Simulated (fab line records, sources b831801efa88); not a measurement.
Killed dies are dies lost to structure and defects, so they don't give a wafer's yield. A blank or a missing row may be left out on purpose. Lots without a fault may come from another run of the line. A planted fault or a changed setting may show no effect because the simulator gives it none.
fab line records | flow gf180mcu | part 1 of 2: steps 1 to 27 of 36
record lots=5 wafers=15 last_day=33
route steps=602 shown V4@481 MIM@503
lots that met no fault: from a run of the same line without faults
start_h: hours from the record's first day to the start of the lot's first wafer shown | wait_h: hours since the lot's step before | " the same as in the row above | L1.1+2: a row that stands for several wafers | - no value, or no start given | * or withheld: withheld | < > ~ a bound
route shown NAME@n: a module of which the file shows steps, and the number in the route of the first | usual: mean/standard deviation of fault-free wafers | same: alike in all rows | chamber/n: place in a boat | sites: the reading at each site | _std_site: their standard deviation | _edge_site: outer sites' mean less inner sites' | radius_mm: how far each site lies from the wafer's centre | mask NAME#n: copy n | behind: the tool/chamber that last shaped the wafer | hold: why the lot was held/for how many hours/how that ended | device: the transistor (n, p or np) that didn't switch | end of line: the same wafers' tests at the end of the route | a step without rows: its recipe alone | killed: dies lost to structure and defects at the first sort, not the wafer's yield | map: a wafer's dies, x killed, . not, _ none there
set.NAME: the setting as run; set.NAME@STEP: as run at that earlier step | model.NAME: the simulator's own value behind a step, which no gauge read
lots at some steps of the route; a table a step, a row a wafer
services: from which hour (start_h, from the record's first day; less than 0 if before it) a tool's chamber was out of use, for how many hours, and why
## steps
# step GF_V4_BOW_MEAS_05
# recipe mode=bow
# usual V4_BOW=133/8.2
# columns lot.wafer tool chamber start_h wait_h V4_BOW[um]
L076.2 film_metro-04 - 551.64 0.2 139
L076.5 " - " " 140
L076.6 " - " " 145
L087.1 film_metro-01 - 645.66 0.1 146
L087.2 " - " " 148
L087.6 " - " " 135
L088.1 film_metro-01 - 648.38 0.2 132
L088.3 " - " " 130
L088.5 " - " " 134
L090.1 film_metro-01 - 676.56 0.2 132
L090.3 " - " " 130
L090.6 " - " " 123
L092.3 film_metro-03 - 684.09 0.1 115
L092.4 " - " " 117
L092.5 " - " " 115
# step GF_V4_DEHYDRATE_06
# recipe temp_c=200 time_s=60
# columns lot.wafer tool chamber start_h wait_h
L076.2+5+6 litho_track-04 0 562.37 10.7
L087.1+2+6 litho_track-04 0 655.09 9.4
L088.1+3+5 litho_track-03 0 657.49 9.1
L090.1+3+6 litho_track-01 0 684.47 7.9
L092.3+4+5 litho_track-04 0 692.99 8.9
# step GF_V4_HMDS_07
# recipe prime_time_s=60 prime_temp_c=120
# columns lot.wafer tool chamber start_h wait_h
L076.2+5+6 litho_track-04 0 562.52 0.1
L087.1+2+6 litho_track-04 0 655.24 0.1
L088.1+3+5 litho_track-03 0 657.64 0.1
L090.1+3+6 litho_track-01 0 684.62 0.1
L092.3+4+5 litho_track-04 0 693.14 0.1
# step GF_V4_COAT_08
# recipe resist=BARC temp_c=withheld time_s=withheld spin_rpm=withheld resist_thk_nm=withheld
# columns lot.wafer tool chamber start_h wait_h
L076.2+5+6 litho_track-04 0 562.67 0.1
L087.1+2+6 litho_track-04 0 655.39 0.1
L088.1+3+5 litho_track-03 0 657.79 0.1
L090.1+3+6 litho_track-01 0 684.77 0.1
L092.3+4+5 litho_track-04 0 693.29 0.1
# step GF_V4_COAT_09
# recipe resist=KrF spin_rpm=withheld resist_thk_nm=1000
# columns lot.wafer tool chamber start_h wait_h
L076.2+5+6 litho_track-04 0 - -
L087.1+2+6 litho_track-04 0 - -
L088.1+3+5 litho_track-03 0 - -
L090.1+3+6 litho_track-01 0 - -
L092.3+4+5 litho_track-04 0 - -
# step GF_V4_SOFTBAKE_10
# recipe temp_c=130 time_s=60 resist=KrF
# columns lot.wafer tool chamber start_h wait_h
L076.2+5+6 litho_track-04 0 - -
L087.1+2+6 litho_track-04 0 - -
L088.1+3+5 litho_track-03 0 - -
L090.1+3+6 litho_track-01 0 - -
L092.3+4+5 litho_track-04 0 - -
# step GF_V4_EXPOSE_11
# recipe mask_id=Via4 target_cd_nm=260 na=0.68 source_shape=conventional sigma_outer=0.6 dose_mj=38
# usual exposure_dose_mJ_cm2=37.99/0.036 reticle_temp_C=23.00/0.1 stage_vel_mm_s=500.04/0.23
# columns lot.wafer tool chamber start_h wait_h mask exposure_dose_mJ_cm2 reticle_temp_C stage_vel_mm_s
L076.2 krf_scanner-02 0 - - Via4#0 37.99 22.81 500.08
L076.5 " 0 " " Via4#0 37.98 22.83 500.33
L076.6 " 0 " " Via4#0 37.95 22.99 500.10
L087.1 krf_scanner-01 0 - - Via4#0 37.98 22.94 499.91
L087.2 " 0 " " Via4#0 37.97 22.99 500.23
L087.6 " 0 " " Via4#0 37.97 22.97 499.54
L088.1 krf_scanner-01 0 - - Via4#0 38.00 23.06 500.12
L088.3 " 0 " " Via4#0 37.97 22.88 500.27
L088.5 " 0 " " Via4#0 37.91 22.81 499.90
L090.1 krf_scanner-01 0 - - Via4#0 37.99 22.87 500.22
L090.3 " 0 " " Via4#0 37.96 23.12 500.64
L090.6 " 0 " " Via4#0 38.01 23.09 500.03
L092.3 krf_scanner-01 0 - - Via4#0 37.96 22.93 500.20
L092.4 " 0 " " Via4#0 38.00 23.03 499.93
L092.5 " 0 " " Via4#0 38.00 23.02 499.52
# step GF_V4_PEB_12
# recipe peb_temp_c=135 peb_time_s=90 resist=KrF
# columns lot.wafer tool chamber start_h wait_h
L076.2+5+6 litho_track-03 0 - -
L087.1+2+6 litho_track-01 0 - -
L088.1+3+5 litho_track-03 0 - -
L090.1+3+6 litho_track-04 0 - -
L092.3+4+5 litho_track-04 0 - -
# step GF_V4_DEVELOP_13
# recipe develop_time_s=60 resist=KrF dev_temp_c=21
# columns lot.wafer tool chamber start_h wait_h
L076.2+5+6 litho_track-03 0 573.97 0.2
L087.1+2+6 litho_track-01 0 665.47 0.2
L088.1+3+5 litho_track-03 0 667.44 0.2
L090.1+3+6 litho_track-04 0 694.24 0.2
L092.3+4+5 litho_track-04 0 702.19 0.1
# step GF_V4_CD_MEAS_14
# recipe target_cd_nm=260
# usual cd_nm=259.8/1
# columns lot.wafer tool chamber start_h wait_h cd_nm
L076.2 cd_sem-01 - 574.11 0.1 260.0
L076.5 " - " " 259.6
L076.6 " - " " 259.9
L087.1 cd_sem-02 - 665.66 0.2 258.7
L087.2 " - " " 259.9
L087.6 " - " " 260.2
L088.1 cd_sem-01 - 667.59 0.1 259.8
L088.3 " - " " 260.3
L088.5 " - " " 261.4
L090.1 cd_sem-02 - 694.39 0.1 258.9
L090.3 " - " " 258.4
L090.6 " - " " 259.1
L092.3 cd_sem-01 - 702.33 0.1 259.5
L092.4 " - " " 260.8
L092.5 " - " " 259.7
# step GF_V4_OVL_MEAS_15
# usual V4_OVL=-1/6.2
# columns lot.wafer tool chamber start_h wait_h V4_OVL[nm]
L076.2 overlay-01 - 574.22 0.1 1
L076.5 " - " " -1
L076.6 " - " " -1
L087.1 overlay-02 - 665.78 0.1 -5
L087.2 " - " " 1
L087.6 " - " " 3
L088.1 overlay-01 - 667.71 0.1 15
L088.3 " - " " 9
L088.5 " - " " 10
L090.1 overlay-02 - 694.51 0.1 0
L090.3 " - " " -3
L090.6 " - " " -1
L092.3 overlay-01 - 702.42 0.1 10
L092.4 " - " " 8
L092.5 " - " " 6
# step GF_V4_ETCH_16
# recipe chemistry=N2/H2 target_depth_a=withheld overetch_a=withheld time_s=withheld target=BARC ion_energy_ev=200 source_w=500 bias_w=100 pressure_mtorr=30 n2_flow_sccm=100 h2_flow_sccm=200
# usual drypump_motor_current_A=5.6/0.42 oes_product_au=0.853/0.0051 throttle_valve_pct=13.225/0.0089
# columns lot.wafer tool chamber start_h wait_h drypump_motor_current_A oes_product_au throttle_valve_pct
L076.2 rie_diel-04 0 574.25 0.0 5.5 0.855 13.200
L076.5 " 0 " " 5.5 0.845 13.219
L076.6 " 1 " " 5.4 0.849 13.203
L087.1 rie_diel-01 1 665.82 0.0 5.5 0.858 13.213
L087.2 " 2 " " 5.8 0.847 13.235
L087.6 " 2 " " 5.8 0.858 13.216
L088.1 rie_diel-02 3 667.75 0.0 6.5 0.854 13.232
L088.3 " 2 " " 4.9 0.847 13.220
L088.5 " 3 " " 6.5 0.846 13.220
L090.1 rie_diel-01 0 694.55 0.0 5.8 0.858 13.225
L090.3 " 3 " " 5.4 0.857 13.211
L090.6 " 1 " " 5.5 0.854 13.231
L092.3 rie_diel-01 1 702.45 0.0 5.5 0.858 13.236
L092.4 " 3 " " 5.5 0.853 13.220
L092.5 " 1 " " 5.5 0.854 13.224
# step GF_V4_ETCH_17
# recipe chemistry=C4F8/O2/Ar mask_material=KrF target=SiO2 stop_on=TiN source_w=1500 bias_w=1200 pressure_mtorr=40 c4f8_flow_sccm=withheld O2_flow_sccm=6 Ar_flow_sccm=300 time_s=withheld target_depth_a=6300
# usual oes_product_au=0.855/0.0042
# columns lot.wafer tool chamber start_h wait_h oes_product_au
L076.2 rie_diel-04 0 - - 0.859
L076.5 " 0 " " 0.853
L076.6 " 1 " " 0.856
L087.1 rie_diel-01 1 - - 0.850
L087.2 " 2 " " 0.853
L087.6 " 2 " " 0.850
L088.1 rie_diel-02 3 - - 0.854
L088.3 " 2 " " 0.855
L088.5 " 3 " " 0.855
L090.1 rie_diel-01 0 - - 0.855
L090.3 " 3 " " 0.849
L090.6 " 1 " " 0.854
L092.3 rie_diel-01 1 - - 0.858
L092.4 " 3 " " 0.856
L092.5 " 1 " " 0.851
# step GF_V4_STRIP_18
# recipe chemistry=O2/N2 power_w=1400 pressure_mtorr=1500 platen_temp_c=250 o2_flow_sccm=3000 n2_flow_sccm=300 overash_fraction=0.5
# usual drypump_motor_current_A=5.5/0.45 heater_power_w=325/36 oes_product_au=0.593/0.0046
# columns lot.wafer tool chamber start_h wait_h drypump_motor_current_A heater_power_w oes_product_au rf_hours_counter_h
L076.2 plasma_asher-01 0 574.38 - 6.3 335 0.587 90
L076.5 " 1 " " 5.6 408 0.592 -
L076.6 " 0 " " 6.3 342 0.594 -
L087.1 plasma_asher-02 1 665.95 - 5.0 332 0.597 57
L087.2 " 0 " " 5.3 315 0.594 57
L087.6 " 0 " " 5.3 316 0.591 -
L088.1 plasma_asher-04 0 667.88 - 5.9 282 0.593 93
L088.3 " 0 " " 5.9 277 0.592 -
L088.5 " 0 " " 5.9 279 0.587 -
L090.1 plasma_asher-04 0 694.67 - 5.8 273 0.595 96
L090.3 " 1 " " 5.1 322 0.591 -
L090.6 " 1 " " 5.1 321 0.597 -
L092.3 plasma_asher-04 1 702.61 - 5.1 323 0.592 -
L092.4 " 0 " " 5.9 283 0.593 -
L092.5 " 0 " " 5.9 285 0.594 -
# step GF_V4_STRIP_19
# recipe chemistry=post_etch_residue_remover time_s=1200 temp_c=72.5
# columns lot.wafer tool chamber start_h wait_h
L076.2+5+6 wet_bench-01 0 574.48 0.1
L087.1+2+6 wet_bench-01 3 666.05 0.1
L088.1+3+5 wet_bench-02 3 667.98 0.1
L090.1+3+6 wet_bench-03 3 694.77 0.1
L092.3+4+5 wet_bench-03 0 702.67 0.0
# step GF_V4_CLEAN_20
# recipe chemistry=DIW dry=n2_spin
# columns lot.wafer tool chamber start_h wait_h
L076.2+5+6 wet_bench-02 0 574.85 0.0
L087.1+2+6 wet_bench-03 0 666.42 0.0
L088.1+3+5 wet_bench-01 1 668.32 0.0
L090.1+3+6 wet_bench-02 1 695.12 0.0
L092.3+4+5 wet_bench-02 3 703.02 0.0
# step GF_V4_SPUTTER_21
# recipe material=Ti target_thk_nm=15 chamber_pressure_pa=5 power_w=2500 substrate_temp_c=200 time_s=80.02
# usual cathode_dc_power_W=2500.0/0.44 throttle_valve_pct=30.2/1.3
# columns lot.wafer tool chamber start_h wait_h cathode_dc_power_W throttle_valve_pct
L076.2 pvd_sputter-02 - 574.94 0.0 2499.9 28.9
L076.5 " - " " 2499.8 29.1
L076.6 " - " " 2500.6 29.0
L087.1 pvd_sputter-04 - 666.51 0.0 2500.4 30.3
L087.2 " - " " 2500.4 29.8
L087.6 " - " " 2500.3 30.6
L088.1 pvd_sputter-01 - 668.42 0.0 2499.1 31.7
L088.3 " - " " 2500.4 32.9
L088.5 " - " " 2499.8 31.8
L090.1 pvd_sputter-02 - 695.32 0.0 2500.0 29.0
L090.3 " - " " 2499.9 28.7
L090.6 " - " " 2499.6 30.3
L092.3 pvd_sputter-02 - 703.11 0.0 2500.1 29.3
L092.4 " - " " 2499.9 28.6
L092.5 " - " " 2500.2 30.5
# step GF_V4_SPUTTER_22
# recipe material=TiN target_thk_nm=10 chamber_pressure_pa=5 power_w=4000 time_s=40
# usual cathode_dc_power_W=4000.1/0.72 throttle_valve_pct=30.2/1.3
# columns lot.wafer tool chamber start_h wait_h cathode_dc_power_W throttle_valve_pct
L076.2 pvd_sputter-02 - 575.00 0.0 3999.9 29.1
L076.5 " - " " 4000.3 29.2
L076.6 " - " " 3999.9 28.9
L087.1 pvd_sputter-04 - 666.57 0.0 4000.0 30.6
L087.2 " - " " 3999.9 29.7
L087.6 " - " " 3999.4 30.7
L088.1 pvd_sputter-01 - 668.48 0.0 4000.0 31.6
L088.3 " - " " 4001.2 32.5
L088.5 " - " " 3998.8 31.5
L090.1 pvd_sputter-02 - 695.38 0.0 3999.2 29.0
L090.3 " - " " 4001.5 28.6
L090.6 " - " " 4000.6 30.5
L092.3 pvd_sputter-02 - 703.17 0.0 4000.8 29.0
L092.4 " - " " 4001.7 28.7
L092.5 " - " " 4000.6 30.2
# step GF_V4_CVD_23
# recipe material=W target_thk_nm=350 time_s=104.9 temp_c=400 pressure_torr=40
# usual heater_power_w=857/65 susceptor_temp_C=399.98/0.24
# columns lot.wafer tool chamber start_h wait_h heater_power_w susceptor_temp_C
L076.2 cvd_w-02 0 575.04 0.0 807 400.00
L076.5 " 1 " " 922 399.97
L076.6 " 0 " " 830 400.05
L087.1 cvd_w-01 0 666.61 0.0 772 399.74
L087.2 " 1 " " 913 399.94
L087.6 " 0 " " 770 399.65
L088.1 cvd_w-01 1 668.52 0.0 920 400.18
L088.3 " 1 " " 907 399.84
L088.5 " 1 " " 951 400.08
L090.1 cvd_w-02 1 695.42 0.0 935 399.89
L090.3 " 0 " " 844 399.91
L090.6 " 0 " " 830 400.31
L092.3 cvd_w-01 1 703.24 0.1 959 400.12
L092.4 " 0 " " 780 400.24
L092.5 " 0 " " 757 400.35
# step GF_V4_RS_MEAS_24
# recipe thk_meas_gauge=four-point-probe reads=W_of_V4_CVD_23+TiN_of_V4_SPUTTER_22+Ti_of_V4_SPUTTER_21
# usual V4_W_RS=0.325/0.0038
# columns lot.wafer tool chamber start_h wait_h V4_W_RS[ohm/sq]
L076.2 film_metro-04 - 575.18 0.1 0.325
L076.5 " - " " 0.327
L076.6 " - " " 0.322
L087.1 film_metro-03 - 666.72 0.1 0.322
L087.2 " - " " 0.322
L087.6 " - " " 0.322
L088.1 film_metro-01 - 668.63 0.1 0.322
L088.3 " - " " 0.319
L088.5 " - " " 0.321
L090.1 film_metro-04 - 695.53 0.1 0.331
L090.3 " - " " 0.325
L090.6 " - " " 0.326
L092.3 film_metro-03 - 703.36 0.1 0.320
L092.4 " - " " 0.324
L092.5 " - " " 0.323
# step GF_V4_THK_MEAS_25
# recipe thk_meas_gauge=xrf reads=W_of_V4_CVD_23
# usual V4_W_THK=358/6.4
# columns lot.wafer tool chamber start_h wait_h V4_W_THK[nm]
L076.2 film_metro-04 - 575.29 0.1 351
L076.5 " - " " 350
L076.6 " - " " 356
L087.1 film_metro-03 - 666.84 0.1 364
L087.2 " - " " 367
L087.6 " - " " 365
L088.1 film_metro-01 - 668.75 0.1 367
L088.3 " - " " 369
L088.5 " - " " 369
L090.1 film_metro-04 - 695.65 0.1 345
L090.3 " - " " 356
L090.6 " - " " 351
L092.3 film_metro-03 - 703.46 0.1 370
L092.4 " - " " 362
L092.5 " - " " 368
# step GF_V4_CMP_26
# recipe stop_on=SiO2 down_force_psi=3.5 platen_rpm=60 t_overpolish_s=15 target_thk_nm=0 pad_velocity_m_s=0.94248
# usual edge_zone_pressure_frac=1.001/0.0049 motor_current_A=11.2/1.7 overpolish_run_s=14.999/0.0089 time_to_endpoint_s=85.2/3
# columns lot.wafer tool chamber start_h wait_h edge_zone_pressure_frac motor_current_A overpolish_run_s time_to_endpoint_s
L076.2 cmp-01 1 575.54 0.2 1.005 14.1 15.002 82.3
L076.5 " 2 " " 0.997 10.8 15.010 83.6
L076.6 " 3 " " 1.001 11.5 14.996 86.4
L087.2 cmp-02 1 666.90 0.0 1.000 12.3 15.001 87.7
L087.1 " 2 " " 0.994 12.1 15.014 82.7
L087.6 " 1 " " 1.006 12.7 15.007 86.5
L088.1 cmp-01 0 668.81 0.1 0.998 11.7 14.993 83.6
L088.3 " 3 " " 1.010 11.5 15.004 84.0
L088.5 " 1 " " 0.990 13.5 14.996 82.4
L090.3 cmp-02 1 695.76 0.1 1.003 11.9 15.012 90.2
L090.1 " 2 " " 1.002 12.7 14.996 87.6
L090.6 " 0 " " 1.006 8.6 15.003 89.7
L092.3 cmp-02 1 703.81 0.3 0.998 12.7 15.002 91.9
L092.4 " 2 " " 1.006 12.3 15.005 94.2
L092.5 " 0 " " 0.996 8.8 14.998 87.8
# step GF_MIM_SPUTTER_00
# recipe material=Ti target_thk_nm=37.5 arriving_ion_energy_ev=80 substrate_temp_c=200 chamber_pressure_pa=2 power_w=4000 time_s=150
# usual cathode_dc_power_W=4000.0/0.78 throttle_valve_pct=29.7/1.1
# columns lot.wafer tool chamber start_h wait_h cathode_dc_power_W throttle_valve_pct
L076.2 pvd_sputter-02 - 575.69 0.1 4001.1 30.2
L076.5 " - " " 4000.3 30.5
L076.6 " - " " 3998.7 29.0
L087.1 pvd_sputter-03 - 667.20 0.2 4001.0 28.1
L087.2 " - " " 4001.2 29.5
L087.6 " - " " 4000.5 28.2
L088.1 pvd_sputter-04 - 669.11 0.2 4000.4 29.1
L088.3 " - " " 3999.5 29.9
L088.5 " - " " 3998.9 29.1
L090.1 pvd_sputter-04 - 696.01 0.1 3999.9 29.8
L090.3 " - " " 4000.6 31.0
L090.6 " - " " 3999.4 29.6
L092.3 pvd_sputter-03 - 704.01 0.1 4000.3 30.8
L092.4 " - " " 3998.8 29.3
L092.5 " - " " 3999.0 32.2
# step GF_MIM_SPUTTER_01
# recipe material=TiN target_thk_nm=30 power_w=6500 time_s=25 chamber_pressure_pa=0.4
# usual cathode_dc_power_W=6500.1/1.3 throttle_valve_pct=29.7/1
# columns lot.wafer tool chamber start_h wait_h cathode_dc_power_W throttle_valve_pct
L076.2 pvd_sputter-02 - 575.79 0.1 6498.8 30.4
L076.5 " - " " 6499.9 30.0
L076.6 " - " " 6500.8 29.0
L087.1 pvd_sputter-03 - 667.30 0.1 6499.6 28.2
L087.2 " - " " 6501.2 29.7
L087.6 " - " " 6499.7 28.2
L088.1 pvd_sputter-04 - 669.21 0.1 6500.1 29.2
L088.3 " - " " 6499.3 29.8
L088.5 " - " " 6499.3 29.3
L090.1 pvd_sputter-04 - 696.11 0.1 6501.4 30.4
L090.3 " - " " 6499.6 30.5
L090.6 " - " " 6500.3 29.3
L092.3 pvd_sputter-03 - 704.11 0.1 6496.8 30.4
L092.4 " - " " 6500.6 29.4
L092.5 " - " " 6499.9 32.1
# step GF_MIM_SPUTTER_02
# recipe material=AlCu target_thk_nm=450 power_w=10600 time_s=23.9 chamber_pressure_pa=0.4
# usual cathode_dc_power_W=10600/1.9 throttle_valve_pct=29.7/1
# columns lot.wafer tool chamber start_h wait_h cathode_dc_power_W throttle_valve_pct
L076.2 pvd_sputter-02 - 575.82 0.0 10600 30.3
L076.5 " - " " 10603 30.4
L076.6 " - " " 10601 28.6
L087.1 pvd_sputter-03 - 667.34 0.0 10601 28.1
L087.2 " - " " 10603 30.0
L087.6 " - " " 10600 28.5
L088.1 pvd_sputter-04 - 669.24 0.0 10599 29.3
L088.3 " - " " 10601 29.8
L088.5 " - " " 10603 29.2
L090.1 pvd_sputter-04 - 696.14 0.0 10601 29.8
L090.3 " - " " 10600 30.4
L090.6 " - " " 10598 29.2
L092.3 pvd_sputter-03 - 704.14 0.0 10600 30.6
L092.4 " - " " 10598 29.7
L092.5 " - " " 10601 32.3
# step GF_MIM_SPUTTER_03
# recipe material=Ti target_thk_nm=10 substrate_temp_c=300 chamber_pressure_pa=0.3 power_w=3000 time_s=6.7
# usual cathode_dc_power_W=3000.0/0.54 throttle_valve_pct=29.6/1.1
# columns lot.wafer tool chamber start_h wait_h cathode_dc_power_W throttle_valve_pct
L076.2 pvd_sputter-02 - 575.85 0.0 3000.8 30.5
L076.5 " - " " 3000.4 30.3
L076.6 " - " " 2999.7 28.7
L087.1 pvd_sputter-03 - 667.37 0.0 2999.8 28.1
L087.2 " - " " 3000.1 29.8
L087.6 " - " " 3000.2 28.5
L088.1 pvd_sputter-04 - 669.27 0.0 2999.8 29.2
L088.3 " - " " 3000.0 29.8
L088.5 " - " " 3000.3 29.5
L090.1 pvd_sputter-04 - 696.17 0.0 3000.7 29.8
L090.3 " - " " 3000.2 30.8
L090.6 " - " " 2999.6 29.1
L092.3 pvd_sputter-03 - 704.17 0.0 2999.9 30.3
L092.4 " - " " 2999.8 29.7
L092.5 " - " " 3000.2 32.3
# step GF_MIM_SPUTTER_04
# recipe material=TiN target_thk_nm=50 power_w=6500 time_s=41.7 chamber_pressure_pa=0.4
# usual cathode_dc_power_W=6500.2/1 throttle_valve_pct=29.7/1.1
# columns lot.wafer tool chamber start_h wait_h cathode_dc_power_W throttle_valve_pct
L076.2 pvd_sputter-02 - 575.87 0.0 6499.7 30.6
L076.5 " - " " 6501.7 30.5
L076.6 " - " " 6499.6 28.9
L087.1 pvd_sputter-03 - 667.39 0.0 6501.5 28.2
L087.2 " - " " 6499.5 29.7
L087.6 " - " " 6500.2 28.2
L088.1 pvd_sputter-04 - 669.29 0.0 6498.6 29.4
L088.3 " - " " 6500.3 30.1
L088.5 " - " " 6499.5 29.6
L090.1 pvd_sputter-04 - 696.19 0.0 6499.8 29.7
L090.3 " - " " 6499.7 30.6
L090.6 " - " " 6500.0 29.2
L092.3 pvd_sputter-03 - 704.19 0.0 6500.0 30.7
L092.4 " - " " 6498.3 29.5
L092.5 " - " " 6500.1 32.4
